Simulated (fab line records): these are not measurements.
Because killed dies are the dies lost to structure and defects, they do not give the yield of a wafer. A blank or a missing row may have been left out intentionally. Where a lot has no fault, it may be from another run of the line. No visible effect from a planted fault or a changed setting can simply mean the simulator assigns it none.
Commonality check across tools	flow gf180mcu	13 lots, 39 wafers sampled

== REASON FOR OPENING ==
At GF_M1_CD_MEAS_14 the reading cd_nm is flagged on 1 of 13 lots. No-fault wafers: 230.2 nm, standard deviation 1.2.
Rule: a lot gets a flag if all its wafers with a number sit over 4 standard deviations from that mean, or if no wafer of it has a number. The other lots count as sound.

lot	measured	on	cd_nm (nm), wafer by wafer	flag
L142	day 17 05:38	cd_sem-01	230.5 230.1 230.5	
L143	day 17 13:58	cd_sem-01	230.1 231.8 230.5	
L144	day 17 23:57	cd_sem-01	230.1 229.5 230.4	
L146	day 18 19:31	cd_sem-01	229.2 230.2 230.0	
L147	day 19 04:42	cd_sem-01	230.6 231.2 230.0	
L153	day 21 14:26	cd_sem-02	148.1 134.2 197.1	FLAGGED
L158	day 23 04:32	cd_sem-01	227.3 228.2 227.5	
L159	day 23 10:11	cd_sem-01	230.5 230.4 229.8	
L160	day 23 21:11	cd_sem-02	230.2 230.0 230.5	
L161	day 23 23:29	cd_sem-02	231.7 231.7 232.3	
L163	day 24 17:41	cd_sem-01	230.6 230.8 231.3	
L164	day 24 19:23	cd_sem-01	229.8 229.7 230.0	
L165	day 25 05:47	cd_sem-01	230.5 231.7 229.8	
On average the flagged lots' numbers are 159.8 nm, which is -70.4 nm against the usual, or -59 standard deviations.

== EACH LOT AND THE TOOL IT RAN ON ==
The record holds 1 process step before the reading, out of a route of 602 steps. Each cell gives the tool, then ch followed by the chambers the sampled wafers passed through, then the start.
lot	flag	GF_M1_EXPOSE_11
L142		krf_scanner-02 ch 0, day 16 18:30
L143		krf_scanner-02 ch 0, day 17 02:43
L144		krf_scanner-02 ch 0, day 17 12:32
L146		krf_scanner-02 ch 0, day 18 07:37
L147		krf_scanner-01 ch 0, day 18 16:40
L153	FLAGGED	krf_scanner-01 ch 0, day 21 02:22
L158		krf_scanner-02 ch 0, day 22 17:23
L159		krf_scanner-02 ch 0, day 22 22:26
L160		krf_scanner-02 ch 0, day 23 10:16
L161		krf_scanner-02 ch 0, day 23 12:04
L163		krf_scanner-01 ch 0, day 24 07:10
L164		krf_scanner-01 ch 0, day 24 08:22
L165		krf_scanner-01 ch 0, day 24 19:10
What the steps here do:
- GF_M1_EXPOSE_11: exposes mask Metal1, target cd 230 nm.
- GF_M1_CD_MEAS_14: target cd 230 nm.

== FLAGGED OVER TOTAL, TOOL BY TOOL (the gauges that took the reading come last) ==
step	tool	lots run	flagged	share of the flagged lots	sound lots run after its first flagged lot
GF_M1_EXPOSE_11	krf_scanner-01	5	1	all	3 (L163,L164,L165)
GF_M1_EXPOSE_11	krf_scanner-02	8	0	none	-
GF_M1_CD_MEAS_14	cd_sem-01	10	0	none	-
GF_M1_CD_MEAS_14	cd_sem-02	3	1	all	2 (L160,L161)

== THE TABLE: WHAT IT ALLOWS ==
Table rows that saw every flagged lot: 2, namely krf_scanner-01 at GF_M1_EXPOSE_11 and cd_sem-02 at GF_M1_CD_MEAS_14.
- krf_scanner-01 at GF_M1_EXPOSE_11 ran 5 lots, 1 of them flagged. Lots that were sound ran on it after the first flagged one (L163, L164, L165); a persistent fault on the entire tool would not allow that. Its own readings lie more than 4 standard deviations out on every wafer of the flagged lots: exposure_dose_mJ_cm2.
- cd_sem-02 at GF_M1_CD_MEAS_14 ran 3 lots, 1 of them flagged. Lots that were sound ran on it after the first flagged one (L160, L161); a persistent fault on the entire tool would not allow that.
Not one row of the table ran every flagged lot while running no sound lot after the first.

== WHAT THE SIMULATOR HAD INSERTED ==
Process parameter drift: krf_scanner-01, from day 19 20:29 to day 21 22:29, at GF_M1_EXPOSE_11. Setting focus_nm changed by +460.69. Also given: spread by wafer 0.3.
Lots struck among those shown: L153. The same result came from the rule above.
